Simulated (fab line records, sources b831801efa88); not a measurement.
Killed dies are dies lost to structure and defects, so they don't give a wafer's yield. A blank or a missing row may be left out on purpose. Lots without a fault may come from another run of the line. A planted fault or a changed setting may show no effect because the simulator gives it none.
Which tool did it? | flow sky130 | 7 lots, 19 wafers sampled, at 3 steps of a route of 708

WHAT THE GAUGES READ, wafer by wafer
SKY_VIA1_THK_MEAS_01.
lot  | measured     | on            | VIA1_HDPCVD_THK (nm)
L213 | day 33 18:11 | film_metro-03 | 1054 1037 1049
L215 | day 35 13:26 | film_metro-02 | 1032 1038 1036
L220 | day 36 17:01 | film_metro-04 | 1049 904 1034
L223 | day 37 13:38 | film_metro-03 | 1036
L227 | day 38 14:55 | film_metro-03 | 1010 1008 1016
L229 | day 38 21:56 | film_metro-02 | 1013 1011 1022
L233 | day 40 01:16 | film_metro-02 | 1029 1040 1029

WHICH TOOL RAN EACH LOT (tool, then ch and the chambers of the sampled wafers, then the start)
lot  | SKY_METAL1_SPUTTER_02        | SKY_VIA1_HDPCVD_00
L213 | pvd_sputter-04, day 32 13:56 | hdpcvd-02 ch 0,2, day 33 18:04
L215 | pvd_sputter-04, day 34 09:16 | hdpcvd-02 ch 0,1,2, day 35 13:19
L220 | pvd_sputter-04, day 35 13:21 | hdpcvd-02 ch 0,1,2, day 36 16:54
L223 | pvd_sputter-03, day 36 10:10 | hdpcvd-02 ch 2, day 37 13:32
L227 | pvd_sputter-04, day 37 12:36 | hdpcvd-01 ch 0,2, day 38 14:48
L229 | pvd_sputter-04, day 37 18:19 | hdpcvd-01 ch 0,1, day 38 21:49
L233 | pvd_sputter-04, day 38 22:22 | hdpcvd-01 ch 0,2, day 40 01:06
- SKY_METAL1_SPUTTER_02: material AlCu, target thk 250 nm, time 13.3 s.
- SKY_VIA1_HDPCVD_00: deposits SiO2, target thk 1030 nm, time 171.7 s.

THE ANSWER, worked out from the rows above alone
Rule: what is usual is taken from the lots themselves. Put in order of their means at a reading, lots are off if they are a third of the lots or fewer, leave a main group of 4 or more, and stand apart from it by a gap of 3 or more times the standard deviation of the main group's means; of several such gaps the widest counts. A main group whose means are all the same, to the digits that the tables above print for the reading, isn't used. A lot without any number at a reading at which 4 lots or more have one is off too. The other lots that the step has rows for count as sound.
No lot is off at any reading shown: from this, nothing can be told.

WHAT THE SIMULATOR HAD PUT IN
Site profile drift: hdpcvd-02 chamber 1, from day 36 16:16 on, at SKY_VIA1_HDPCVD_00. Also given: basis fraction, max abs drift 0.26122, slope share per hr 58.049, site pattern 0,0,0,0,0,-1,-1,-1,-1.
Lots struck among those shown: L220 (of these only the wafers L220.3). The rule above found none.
